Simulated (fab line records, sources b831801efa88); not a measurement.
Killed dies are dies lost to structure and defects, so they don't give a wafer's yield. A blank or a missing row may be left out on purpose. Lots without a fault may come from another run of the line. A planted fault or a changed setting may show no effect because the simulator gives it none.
Problem report in the 8D (eight disciplines) form, filled by code | flow sky130 | the parts of the form that need people (team, actions taken, sign-off) are left out

1. THE PROBLEM
oes_product_au at SKY_POLY_CUT_ETCH_11 reads a mean of 0.806 a.u. on 1 wafer of 1 lot; wafers without a fault read 0.846 a.u. with a standard deviation of 0.0056. That is -7.1 standard deviations from the usual mean.
The step: etches Si3N4 in CF4/CH2F2/Ar, stops on poly-Si, time 41.59 s, target depth 60 nm.
First seen on wafer L793.2, day 29 20:23, on rie_diel-01. The record holds 36 wafers of 12 lots with a number at this step. Rule for "out", or "out of limits": more than 4 standard deviations from the usual mean. The other wafers with a number count as sound.

2. WHAT IT IS AND WHAT IT IS NOT
question                    | is                | is not
which readings at this step | oes_product_au    | drypump_motor_current_A, throttle_valve_pct
which lots                  | L793              | L781, L782, L783, L786, L787, L789, L790, L799, L800, L801, L802
which wafers of those lots  | L793.2            | L793.1, L793.3
read on which tools         | rie_diel-01       | rie_diel-03, rie_diel-04
when                        | from day 29 20:23 | up to then (23 sound wafers); but 12 sound wafers of L799, L800, L801, L802 came after

3. SUSPECTS, AND WHAT RULES EACH OUT
Counting: a tool at a process step up to the reading stays a suspect if it ran every lot that is out. Sound lots after the first of them don't rule it out here, since some wafers of a struck lot are sound.
- rie_diel-03 at SKY_SPACER_ETCHBACK_02 (etches Si3N4 in CH3F/O2, stops on SiO2, time 46.7 s, target depth 45 nm): kept. It ran the lot that is out, L793 (day 28 16:40); its last sound lot up to then is L789 (day 26 16:15).
- rie_diel-01 at SKY_POLY_CUT_ETCH_11 (etches Si3N4 in CF4/CH2F2/Ar, stops on poly-Si, time 41.59 s, target depth 60 nm): kept. It ran the lot that is out, L793 (day 29 20:23); its last sound lot up to then is L789 (day 27 21:46). Its own readings are out on those wafers: oes_product_au.
- Within rie_diel-03 at SKY_SPACER_ETCHBACK_02: the wafers that are out ran in chamber 0; their sound lot-mates ran in chambers 1, 2.
- Within rie_diel-01 at SKY_POLY_CUT_ETCH_11: the wafers that are out ran in chamber 2; their sound lot-mates ran in chambers 0, 3.
Left after counting: rie_diel-03 at SKY_SPACER_ETCHBACK_02, rie_diel-01 at SKY_POLY_CUT_ETCH_11.

4. THE CAUSE (what the simulator had put in)
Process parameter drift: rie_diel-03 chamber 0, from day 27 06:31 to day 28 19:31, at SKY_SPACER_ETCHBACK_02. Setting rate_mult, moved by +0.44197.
Counting left 2 suspects, and this tool is among them.

5. THE CHAIN OF EFFECTS, in route order
Each row: a reading whose mean over the struck wafers that have a number lies more than 3 standard deviations from the usual. Only readings for which the record gives a usual standard deviation are gone through. hours: the time from each lot's start at the first step in this table that gives one to its start at this step, as a median over the lots. sigmas: the change in usual standard deviations.
hours | step                 | reading        | usual      | on struck wafers | change | sigmas
0     | SKY_POLY_CUT_ETCH_11 | oes_product_au | 0.846 a.u. | 0.806            | -0.040 | -7.1
The process steps in it:
- SKY_POLY_CUT_ETCH_11: etches Si3N4 in CF4/CH2F2/Ar, stops on poly-Si, time 41.59 s, target depth 60 nm.
Later measuring or inspecting steps at which every struck wafer that the step has a row for has a number for every such reading, and none has moved that far: SKY_VIA1_CD_MEAS_12.

6. WHAT WOULD HAVE CAUGHT IT SOONER
In this record the first reading out of limits was taken at day 29 20:23, 62 hours after the fault began at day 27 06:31.
Of the tool readings at SKY_SPACER_ETCHBACK_02 for which the record gives a usual standard deviation, none was out on any struck wafer, so an alarm limit of 4 standard deviations on them would not have fired.
All the lots that are out (1) had begun SKY_SPACER_ETCHBACK_02 on rie_diel-03 by day 29 20:23. A hold on the tool at that time would have spared none of them.
